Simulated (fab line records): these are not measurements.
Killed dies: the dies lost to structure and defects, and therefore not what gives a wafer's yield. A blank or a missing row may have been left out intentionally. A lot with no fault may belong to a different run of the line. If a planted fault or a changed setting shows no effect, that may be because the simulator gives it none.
Matching of chambers / flow sky130 / SKY_CONTACT_CMP_27 on cmp-01: 4 sister chambers
The step polishes, stops on SiO2, t overpolish 15 s, target thk 0 nm. 8 wafers are shown with their chamber, then 8 later ones without.

## WAFERS, EACH WITH ITS CHAMBER
wafer=L529.6; chamber=1; motor current A (A)=12.8; time to endpoint s (s)=80
wafer=L532.1; chamber=3; motor current A (A)=10.0; time to endpoint s (s)=79
wafer=L532.3; chamber=0; motor current A (A)=11.1; time to endpoint s (s)=72
wafer=L532.4; chamber=1; motor current A (A)=12.6; time to endpoint s (s)=74
wafer=L534.1; chamber=0; motor current A (A)=11.0; time to endpoint s (s)=71
wafer=L534.2; chamber=2; motor current A (A)=10.8; time to endpoint s (s)=89
wafer=L534.3; chamber=3; motor current A (A)=9.8; time to endpoint s (s)=75
wafer=L536.2; chamber=2; motor current A (A)=10.1; time to endpoint s (s)=86

## WAFERS WHOSE CHAMBER IS MISSING
wafer=L536.4; motor current A (A)=9.9; time to endpoint s (s)=76
wafer=L536.6; motor current A (A)=13.0; time to endpoint s (s)=73
wafer=L535.1; motor current A (A)=10.5; time to endpoint s (s)=77
wafer=L535.3; motor current A (A)=13.2; time to endpoint s (s)=80
wafer=L535.6; motor current A (A)=9.9; time to endpoint s (s)=84
wafer=L546.1; motor current A (A)=11.1; time to endpoint s (s)=89
wafer=L546.5; motor current A (A)=9.6; time to endpoint s (s)=79
wafer=L546.6; motor current A (A)=11.0; time to endpoint s (s)=86

## WHICH CHAMBER EACH ONE RAN IN
wafer=L536.4; from the rows above=3; in truth=3
wafer=L536.6; from the rows above=1; in truth=1
wafer=L535.1; from the rows above=can't be placed: 3 or 0 or 2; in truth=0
wafer=L535.3; from the rows above=1; in truth=1
wafer=L535.6; from the rows above=can't be placed: 2 or 3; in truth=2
wafer=L546.1; from the rows above=2; in truth=2
wafer=L546.5; from the rows above=3; in truth=3
wafer=L546.6; from the rows above=2; in truth=2
6 of 8 placed correctly. These rows do not allow placing 2 (true chamber among the candidates in 2). Number placed wrongly: 0.
How it was worked out, from the rows above alone: a wafer's distance from a chamber is the root of the sum, over the readings, of the square of ((its reading less the chamber's mean) divided by the reading's scatter). The wafer belongs to the nearest chamber; if the next one is less than 2 further off, it can't be placed. Each chamber's mean is taken over the wafers shown for it. The scatter: take each reading less its chamber's mean, square it, sum over the shown wafers, divide by the number of wafers less the number of chambers, and take the root.
